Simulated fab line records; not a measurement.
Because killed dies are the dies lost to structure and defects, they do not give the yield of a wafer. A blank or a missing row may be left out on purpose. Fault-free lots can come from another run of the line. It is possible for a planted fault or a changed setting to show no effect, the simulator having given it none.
fab line records | flow sky130
[record] lots = 6 wafers = 18 last_day = 50
route steps=708 shown LDD_N@239 PAD_OPEN@708
lots that met no fault: taken from a fault-free run of the same line
start_h: hours from the record's first day to the start of the lot's first wafer shown | wait_h: time in hours since the lot's previous step | " as in the row above | L1.1+2: one row covering several wafers at once | - either no value or no given start | * or withheld: withheld | < > ~ a bound
route shown NAME@n: a module of which the file shows steps, and the number in the route of the first | usual: the fault-free wafers' mean and standard deviation | same: alike in all rows | chamber/n: place in a boat | sites: per-site readings | _std_site: the values' standard deviation | _edge_site: mean of outer sites minus mean of inner sites | radius_mm: for every site, how far away it sits from the centre of the wafer | mask NAME#n: copy n | behind: the last tool/chamber to shape the wafer | hold: reason for holding the lot/hours on hold/outcome of the hold | device: transistor that didn't switch, given as n, p or np | end of line: tests run on the same wafers once the route is complete | where a step has no rows: the recipe by itself | killed: dies lost to structure and defects at the first sort, not the wafer's yield | map: a wafer's dies, x killed, . not, _ none there
set.NAME: setting as actually run; set.NAME@STEP: the setting as run at that earlier step | model.NAME: the simulator's own value behind a step, which no gauge read
certain route steps with their lots: each step a table, each wafer a row
services: when a tool's chamber went out of use (start_h, in hours from the record's first day, below 0 if earlier), for how many hours, and the reason
[[steps]]
[step SKY_LDD_N_COAT_02]
[recipe] resist = NOVOLAK spin_rpm = 3000 resist_thk_nm = 300
[step SKY_LDD_N_SOFTBAKE_03]
[recipe] temp_c = 90 time_s = 60 resist = NOVOLAK
[step SKY_LDD_N_EXPOSE_04]
[recipe] mask_id = NTM target_cd_nm = 840 na = 0.6 source_shape = conventional sigma_outer = 0.6 dose_mj = 110
[step SKY_LDD_N_PEB_05]
[recipe] temp_c = withheld time_s = * resist = NOVOLAK
[step SKY_LDD_N_DEVELOP_06]
[recipe] develop_time_s = 60 dev_temp_c = 23
[step SKY_LDD_N_OVL_MEAS_07]
[usual] LDD_N_OVL = 0.6/1.3
// columns lot.wafer tool chamber start_h wait_h LDD_N_OVL[nm]
L261.3 overlay-01 - 440.56 0.1 0.9
L261.5 " - " " 2.2
L261.6 " - " " 1.8
L266.2 overlay-02 - 463.52 0.1 0.8
L266.5 " - " " -2.7
L266.6 " - " " -0.1
L268.3 overlay-02 - 490.22 0.1 1.7
L268.5 " - " " 0.3
L268.6 " - " " 2.4
L278.3 overlay-02 - 566.47 0.1 -0.1
L278.4 " - " " 1.2
L278.6 " - " " 0.8
L276.1 overlay-01 - 568.26 0.1 -1.2
L276.2 " - " " -1.2
L276.5 " - " " 0.0
L282.1 overlay-01 - 591.37 0.1 0.6
L282.4 " - " " 0.5
L282.6 " - " " -0.5
[step SKY_LDD_N_IMPLANT_08]
[recipe] species = As energy_kev = 20 dose_cm2 = 7.338e+13 tilt_deg = withheld rotation_deg = 23
[step SKY_LDD_N_IMPLANT_09]
[recipe] species = As energy_kev = 20 dose_cm2 = 7.5e+13 tilt_deg = withheld rotation_deg = 113
[step SKY_LDD_N_IMPLANT_10]
[recipe] species = As energy_kev = 20 dose_cm2 = 7.5e+13 tilt_deg = withheld rotation_deg = 203
[step SKY_LDD_N_IMPLANT_11]
[recipe] species = As energy_kev = 20 dose_cm2 = 7.5e+13 tilt_deg = withheld rotation_deg = 293
[step SKY_LDD_N_IMPLANT_12]
[recipe] species = BF2 energy_kev = 50 dose_cm2 = 5e+12 tilt_deg = 30 rotation_deg = 0
[step SKY_LDD_N_IMPLANT_13]
[recipe] species = BF2 energy_kev = 50 dose_cm2 = 5e+12 tilt_deg = 30 rotation_deg = 90
[step SKY_LDD_N_IMPLANT_14]
[recipe] species = BF2 energy_kev = 50 dose_cm2 = 5e+12 tilt_deg = 30 rotation_deg = 180
[usual] dose_ions_cm2 = 5e+12/5.4e+09 faraday_current_uA = 28.3/0.5 tilt_deg = 30.001/0.02
// columns lot.wafer tool chamber start_h wait_h dose_ions_cm2 faraday_current_uA tilt_deg
L261.3 implanter-03 0 441.54 0.1 5.001e+12 28.3 30.002
L261.5 " 0 " " 5.002e+12 27.7 30.021
L261.6 " 0 " " 5.005e+12 28.1 30.028
L266.2 implanter-02 0 464.47 0.1 3.876e+12 22.6 29.997
L266.5 " 0 " " 3.872e+12 21.3 30.000
L266.6 " 0 " " 3.881e+12 22.3 30.005
L268.3 implanter-02 0 491.20 0.1 3.885e+12 21.2 30.006
L268.5 " 0 " " 3.879e+12 21.8 29.989
L268.6 " 0 " " 3.879e+12 22.2 30.006
L278.3 implanter-04 0 567.45 0.1 4.99e+12 28.2 30.024
L278.4 " 0 " " 4.995e+12 28.8 30.004
L278.6 " 0 " " 5.001e+12 28.9 29.991
L276.1 implanter-04 0 569.20 0.1 4.999e+12 28.4 29.969
L276.2 " 0 " " 5.006e+12 29.3 29.960
L276.5 " 0 " " 4.998e+12 28.0 29.982
L282.1 implanter-02 0 592.30 0.1 4.995e+12 28.2 29.987
L282.4 " 0 " " 4.994e+12 28.6 30.041
L282.6 " 0 " " 4.989e+12 27.8 30.033
[step SKY_LDD_N_IMPLANT_15]
[recipe] species = BF2 energy_kev = 50 dose_cm2 = 5e+12 tilt_deg = 30 rotation_deg = 270
[step SKY_PAD_OPEN_PROBE_99]
[usual] killed_at_M0_to_M3 = 43/7.1 killed_at_M4_up = 3.0/1.6 killed_at_contacts = 24/5.3 killed_at_front_end = 16/4.1 killed_at_other = 0.5/0.82 killed_dies = 86/9.4 killed_on_rim = 17/4.1 killed_open = 46/6.9 killed_short = 39/6.5
[same] gross_dies = 492 killed_at_back_side = 0
// columns lot.wafer tool chamber start_h wait_h killed_at_M0_to_M3 killed_at_M4_up killed_at_contacts killed_at_front_end killed_at_other killed_dies killed_on_rim killed_open killed_short model.etest.nfet_01v8_swapped.vt_sat_v
L261.3 prober-02 - 1100.92 0.2 47 2 17 21 1 88 14 50 38 0.6402
L261.5 prober-02 - 1101.02 0.2 37 2 28 19 0 86 23 50 36 0.6531
L261.6 prober-02 - 1101.07 0.2 40 3 24 20 0 87 12 41 46 0.655
L266.2 prober-02 - 1118.28 0.1 54 2 16 14 0 86 14 51 34 0.6382
L266.5 prober-02 - 1118.43 0.2 31 6 20 13 0 70 19 32 38 0.6502
L266.6 prober-02 - 1118.48 0.2 39 3 16 14 0 72 18 45 27 0.6417
L268.3 prober-02 - 1130.04 0.2 40 5 22 12 0 79 20 46 32 0.6424
L268.5 prober-02 - 1130.14 0.2 45 2 17 18 0 82 21 38 44 0.6221
L268.6 prober-02 - 1130.19 0.2 42 2 20 15 1 80 18 31 48 0.6346
L278.3 prober-02 - 1178.27 0.2 50 0 18 12 0 80 17 48 32 0.6471
L278.4 prober-02 - 1178.32 0.2 49 2 23 10 0 84 21 46 38 0.6427
L278.6 prober-02 - 1178.42 0.2 45 2 23 11 1 82 20 47 35 0.6534
L276.1 prober-01 - 1180.72 0.1 42 3 26 22 1 94 18 56 35 0.6425
L276.2 prober-01 - 1180.77 0.1 48 2 19 9 0 78 9 51 25 0.64
L276.5 prober-01 - 1180.92 0.2 43 0 26 14 0 83 19 47 35 0.6298
L282.1 prober-02 - 1193.81 0.1 40 1 24 16 0 81 15 44 35 0.6548
L282.4 prober-02 - 1193.96 0.2 45 3 29 14 1 92 16 50 42 0.6552
L282.6 prober-02 - 1194.06 0.2 36 2 29 9 0 76 16 49 27 0.6653
// killed by level:class
L261.3 VIA1:geometric_particle:open=10 CONTACT:geometric_particle:open=8 POLY_GATE:geometric_particle:open=7 VIA3:geometric_particle:open=7 FIELD_ISO:geometric_particle:short=6 VIA2:geometric_particle:open=6 METAL1:geometric_particle:short=6 FIELD_ISO:geometric_particle:open=5
L261.5 LI_CONTACT:geometric_particle:open=9 VIA1:geometric_particle:open=9 CONTACT:geometric_particle:open=8 METAL1:geometric_particle:short=6 CONTACT:geometric_particle:short=6 VIA2:geometric_particle:open=6 FIELD_ISO:geometric_particle:open=5 POLY_GATE:geometric_particle:short=4
L261.6 METAL2:geometric_particle:short=10 POLY_GATE:geometric_particle:open=7 LOCAL_INTERCONNECT:geometric_particle:short=7 CONTACT:geometric_particle:short=7 VIA3:geometric_particle:open=7 VIA1:geometric_particle:open=7 CONTACT:geometric_particle:open=6 FIELD_ISO:geometric_particle:short=4
L266.2 VIA1:geometric_particle:open=13 CONTACT:geometric_particle:open=8 VIA3:geometric_particle:open=7 METAL2:geometric_particle:short=6 VIA2:geometric_particle:open=6 FIELD_ISO:geometric_particle:short=5 METAL1:geometric_particle:short=4 VIA2:geometric_particle:short=4
L266.5 METAL1:geometric_particle:short=9 LI_CONTACT:geometric_particle:open=8 CONTACT:geometric_particle:open=7 FIELD_ISO:geometric_particle:short=6 VIA1:geometric_particle:open=6 METAL4:geometric_particle:short=6 METAL2:geometric_particle:short=5 VIA3:geometric_particle:open=4
L266.6 VIA1:geometric_particle:open=10 METAL2:geometric_particle:short=6 VIA3:geometric_particle:open=6 CONTACT:geometric_particle:open=5 VIA2:geometric_particle:open=5 FIELD_ISO:geometric_particle:open=4 LI_CONTACT:geometric_particle:open=4 FIELD_ISO:geometric_particle:short=3
L268.3 CONTACT:geometric_particle:open=8 VIA1:geometric_particle:open=8 METAL2:geometric_particle:short=7 CONTACT:geometric_particle:short=6 VIA3:geometric_particle:open=6 LI_CONTACT:geometric_particle:open=4 METAL1:geometric_particle:short=4 METAL2:geometric_particle:open=4
L268.5 VIA3:geometric_particle:open=9 VIA1:geometric_particle:open=7 METAL1:geometric_particle:short=7 FIELD_ISO:geometric_particle:open=6 VIA3:geometric_particle:short=6 FIELD_ISO:geometric_particle:short=5 POLY_GATE:geometric_particle:short=5 LI_CONTACT:geometric_particle:open=5
L268.6 VIA1:geometric_particle:open=10 POLY_GATE:geometric_particle:short=9 METAL1:geometric_particle:short=8 LOCAL_INTERCONNECT:geometric_particle:short=6 METAL2:geometric_particle:short=6 VIA1:geometric_particle:short=5 LI_CONTACT:geometric_particle:open=4 VIA2:geometric_particle:open=4
L278.3 VIA1:geometric_particle:open=17 VIA3:geometric_particle:open=9 CONTACT:geometric_particle:open=7 METAL2:geometric_particle:short=6 VIA2:geometric_particle:open=6 METAL1:geometric_particle:short=5 LI_CONTACT:geometric_particle:open=4 LOCAL_INTERCONNECT:geometric_particle:short=4
L278.4 VIA1:geometric_particle:open=11 CONTACT:geometric_particle:open=9 VIA2:geometric_particle:open=8 METAL1:geometric_particle:short=6 METAL2:geometric_particle:short=6 CONTACT:geometric_particle:short=4 METAL3:geometric_particle:short=4 VIA3:geometric_particle:open=4
L278.6 VIA1:geometric_particle:open=11 CONTACT:geometric_particle:open=10 VIA2:geometric_particle:short=6 POLY_GATE:geometric_particle:short=5 LI_CONTACT:geometric_particle:open=5 CONTACT:geometric_particle:short=5 VIA2:geometric_particle:open=5 VIA1:geometric_particle:short=4
L276.1 CONTACT:geometric_particle:open=11 VIA3:geometric_particle:open=7 FIELD_ISO:geometric_particle:open=6 LI_CONTACT:geometric_particle:open=6 METAL2:geometric_particle:short=6 VIA2:geometric_particle:open=6 POLY_GATE:geometric_particle:open=5 VIA1:geometric_particle:open=5
L276.2 VIA3:geometric_particle:open=12 VIA1:geometric_particle:open=9 CONTACT:geometric_particle:open=8 VIA2:geometric_particle:open=8 LI_CONTACT:geometric_particle:open=6 METAL2:geometric_particle:short=5 VIA1:geometric_particle:short=4 POLY_GATE:geometric_particle:short=3
L276.5 VIA3:geometric_particle:open=11 VIA2:geometric_particle:open=9 LI_CONTACT:geometric_particle:short=8 CONTACT:geometric_particle:open=8 LI_CONTACT:geometric_particle:open=5 VIA1:geometric_particle:open=5 METAL2:geometric_particle:short=5 FIELD_ISO:geometric_particle:short=4
L282.1 VIA2:geometric_particle:open=9 VIA1:geometric_particle:open=8 CONTACT:geometric_particle:open=7 VIA1:geometric_particle:short=7 VIA3:geometric_particle:open=7 CONTACT:geometric_particle:short=6 LOCAL_INTERCONNECT:geometric_particle:short=4 FIELD_ISO:geometric_particle:short=4
L282.4 CONTACT:geometric_particle:open=14 VIA1:geometric_particle:open=12 CONTACT:geometric_particle:short=7 METAL2:geometric_particle:short=7 FIELD_ISO:geometric_particle:open=6 METAL1:geometric_particle:short=6 VIA3:geometric_particle:open=5 VIA2:geometric_particle:open=4
L282.6 CONTACT:geometric_particle:open=14 VIA1:geometric_particle:open=7 VIA2:geometric_particle:open=7 VIA3:geometric_particle:open=5 LI_CONTACT:geometric_particle:open=5 POLY_GATE:geometric_particle:short=4 FIELD_ISO:geometric_particle:short=3 METAL1:geometric_particle:open=3
[[services]]
// columns tool chamber start_h hours kind
implanter-04 - 427.07 5.4 pm
implanter-04 - 432.50 3.7 repair
implanter-03 - 477.59 15.1 repair
implanter-03 - 516.45 2.8 pm
implanter-02 - 546.29 1.4 repair
implanter-02 - 570.28 3.7 pm
implanter-03 - 591.04 3.4 repair
[[key]]
[first_sign] step = SKY_LDD_N_IMPLANT_14 reading = dose_ions_cm2 direction = down sigmas = 99+ usual = * struck = *
[effect] step = SKY_LDD_N_IMPLANT_14 reading = faraday_current_uA direction = down sigmas = 13 usual = 28.3 struck = 21.9
[model_effect] step = SKY_PAD_OPEN_PROBE_99 value = etest.nfet_01v8_swapped.vt_sat_v without = 0.6537 struck = 0.6382
met_at SKY_LDD_N_IMPLANT_14
struck_wafers L266.2,L266.5,L266.6,L268.3,L268.5,L268.6
tester_left_out L266,L268
[fault] kind = process_parameter_drift tool = implanter-02 chamber = - onset_h = 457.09 steps = SKY_LDD_N_IMPLANT_14 channel = dose_cm2 offset = * shape = step end_h = 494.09 acts_in = * stated = *
// tester_left_out: of these lots the tester's yield and bins aren't shown, on N5 and GAA mostly nor the transistor test; their killed dies are dies lost to structure and defects alone, not to doping, threshold or leakage, so they don't give the yield
